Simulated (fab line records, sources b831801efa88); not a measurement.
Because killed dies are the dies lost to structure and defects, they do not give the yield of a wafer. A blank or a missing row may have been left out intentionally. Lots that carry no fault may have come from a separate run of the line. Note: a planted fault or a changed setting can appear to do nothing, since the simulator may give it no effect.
Comparing a struck lot with a sound one    flow sky130    42 out of 708 route steps
Sound: these wafers, L647.1, L647.5, L647.6. Struck: wafers L660.2, L660.4, L660.5. The cause comes at the end.
Per side, at each step with rows, come the tool, then ch with its chambers, and then its first start. Under that, the readings that differ: sound wafers    struck wafers    difference of the means    sigmas: that difference in standard deviations of wafers without a fault.
alike: readings whose means differ by less than 2 such deviations, and words and numbers that are the same on both sides. not compared: withheld readings, readings that some wafer has no value for, bounds like >300 that may hide the same value, and numbers for which the record gives no deviation and whose values overlap.
The two part at a step that has a row with sigmas, a row that says differs or no value, or rows on one side only. Numbers that have no deviation but don't overlap get no sigmas and don't part them. A reading missing from all wafers of one side parts the sides only when that side holds two or more wafers.

first, 1 step without rows for these wafers: SKY_POLY_CUT_ETCH_10 (etches BARC in N2/H2, stops on SiO2, time 45.9 s, target depth 60 nm).
SKY_POLY_CUT_ETCH_11: etches Si3N4 in CF4/CH2F2/Ar, stops on poly-Si, time 42.5 s, target depth 60 nm.
  sound on rieDiel-03 ch 2,3, day 24 16:56; struck on rieDiel-01 ch 0,2,3, day 30 01:08
  alike: biasW, cf4FlowSccm, drypumpMotorCurrentA, mfcArSccm, oesProductAu, rfFwdPowerW, throttleValvePct
  not compared: rfHoursCounterH
SKY_POLY_CUT_STRIP_12: strips in O2/N2.
  sound on plasmaAsher-02 ch 0,1, day 24 16:58; struck on plasmaAsher-04 ch 0,1, day 30 01:11
  alike: drypumpMotorCurrentA, o2FlowSccm, oesProductAu, stripTimeToEndpointS
  not compared: rfHoursCounterH
then, 7 steps without rows for these wafers: SKY_SD_P_DEHYDRATE_00 (time 60 s); SKY_SD_P_HMDS_01 (prime time 60 s); SKY_SD_P_COAT_02 (resist thk 1140 nm); SKY_SD_P_SOFTBAKE_03 (time 60 s); SKY_SD_P_EXPOSE_04 (exposes mask PSDM, target cd 380 nm); SKY_SD_P_PEB_05; SKY_SD_P_DEVELOP_06 (develop time 60 s).
SKY_SD_P_CD_MEAS_07 targets a cd of 380 nm.
  sound on cdSem-02, day 25 22:44; struck on cdSem-01, day 31 05:40
  alike: cdNm
SKY_SD_P_OVL_MEAS_08:
  sound on overlay-02, day 25 22:52; struck on overlay-02, day 31 05:46
  alike: SD_P_OVL
SKY_SD_P_IMPLANT_09:
  sound on implanter-04 ch 0, day 25 22:53; struck on implanter-01 ch 0, day 31 05:49
  alike: endStationPressureTorr
SKY_SD_P_STRIP_10: strips in O2/N2.
  sound on plasmaAsher-01 ch 0,1, day 25 23:02; struck on plasmaAsher-04 ch 0,1, day 31 05:56
  alike: drypumpMotorCurrentA, o2FlowSccm, oesProductAu, stripTimeToEndpointS
  not compared: rfHoursCounterH
SKY_SD_P_TW_MEAS_11:
  sound on filmMetro-04, day 25 23:08; struck on filmMetro-04, day 31 06:03
  alike: SD_P_TW
then, 8 steps without rows for these wafers: SKY_RES_XHIGH_DEHYDRATE_00 (time 60 s); SKY_RES_XHIGH_HMDS_01 (prime time 60 s); SKY_RES_XHIGH_COAT_02 (resist thk 1140 nm); SKY_RES_XHIGH_SOFTBAKE_03 (time 60 s); SKY_RES_XHIGH_EXPOSE_04 (exposes mask URPM, target cd 1270 nm); SKY_RES_XHIGH_PEB_05; SKY_RES_XHIGH_DEVELOP_06 (develop time 60 s); SKY_RES_XHIGH_IMPLANT_07.
SKY_RES_XHIGH_STRIP_08: strips in O2/N2.
  sound on plasmaAsher-03 ch 0,1, day 27 04:53; struck on plasmaAsher-02 ch 0,1, day 32 09:31
  alike: drypumpMotorCurrentA, o2FlowSccm, oesProductAu, stripTimeToEndpointS
  not compared: rfHoursCounterH
SKY_RES_XHIGH_TW_MEAS_09:
  sound on filmMetro-04, day 27 04:59; struck on filmMetro-04, day 32 09:38
  alike: RES_XHIGH_TW
then, 7 steps without rows for these wafers: SKY_SD_N_DEHYDRATE_00 (time 60 s); SKY_SD_N_HMDS_01 (prime time 60 s); SKY_SD_N_COAT_02 (resist thk 1140 nm); SKY_SD_N_SOFTBAKE_03 (time 60 s); SKY_SD_N_EXPOSE_04 (exposes mask NSDM, target cd 380 nm); SKY_SD_N_PEB_05; SKY_SD_N_DEVELOP_06 (develop time 60 s).
SKY_SD_N_CD_MEAS_07 targets a cd of 380 nm.
  sound on cdSem-02, day 28 09:38; struck on cdSem-01, day 33 12:31
  alike: cdNm
SKY_SD_N_OVL_MEAS_08:
  sound on overlay-02, day 28 09:46; struck on overlay-02, day 33 12:37
  alike: SD_N_OVL
then, 2 steps without rows for these wafers: SKY_SD_N_IMPLANT_09; SKY_SD_N_IMPLANT_10.
SKY_SD_N_STRIP_11: strips in O2/N2.
  sound on plasmaAsher-03 ch 0,1, day 28 10:05; struck on plasmaAsher-04 ch 0,1, day 33 12:56
  alike: drypumpMotorCurrentA, o2FlowSccm, oesProductAu, stripTimeToEndpointS
  not compared: rfHoursCounterH
SKY_SD_N_TW_MEAS_12:
  sound on filmMetro-04, day 28 10:11; struck on filmMetro-02, day 33 13:03
  alike: SD_N_TW
then, 2 steps without rows for these wafers: SKY_SD_N_CLEAN_13 (cleans in SC1/SC2, time 150 s); SKY_SD_N_RTA_14 (time 2 s).
SKY_SD_N_RS_MEAS_16: uses a four-point probe to measure.
  sound on filmMetro-02, day 28 10:28; struck on filmMetro-04, day 33 13:21
  alike: SD_N_RS
-- here the record skips 16 days between the struck wafers' starts before and after, leaving off in module SD_N and picking up in module PAD_OPEN (first step shown: number 708 of the route) --
SKY_PAD_OPEN_PROBE_99:
  sound on prober-01, day 46 09:29; struck on prober-01, day 49 21:22
reading                                     sound              struck                difference  sigmas
model.etest.resHighPo.rsOhmSqRimLessCentre  9.873 8.645 7.656  -16.57 -15.91 -15.85  -24.83      
model.etest.pfet_01v8_lvt.driveUaUm         168 167.6 164.1    168.4 170.8 170.8     +3.4        
model.etest.resHighPo.rsOhmSqRange          14.21 10.25 11.97  17.5 16.71 17.42      +5.1        
  alike: killed_at_M0_to_M3, killed_at_M4_up, killedAtContacts, killedAtFrontEnd, killedAtOther, killedDies, killedOnRim, killedOpen, killedShort
  not compared: model.etest.pfetG5v0d10v5.rOnOhmUm, model.etest.pfet_01v8.rOnOhmUm, model.etest.pfetG5v0d10v5.driveUaUm, model.etest.pfet_01v8_mvt.driveUaUm

== WHERE THEY PART ==
Nowhere in this record.

WHY: what the simulator had put in
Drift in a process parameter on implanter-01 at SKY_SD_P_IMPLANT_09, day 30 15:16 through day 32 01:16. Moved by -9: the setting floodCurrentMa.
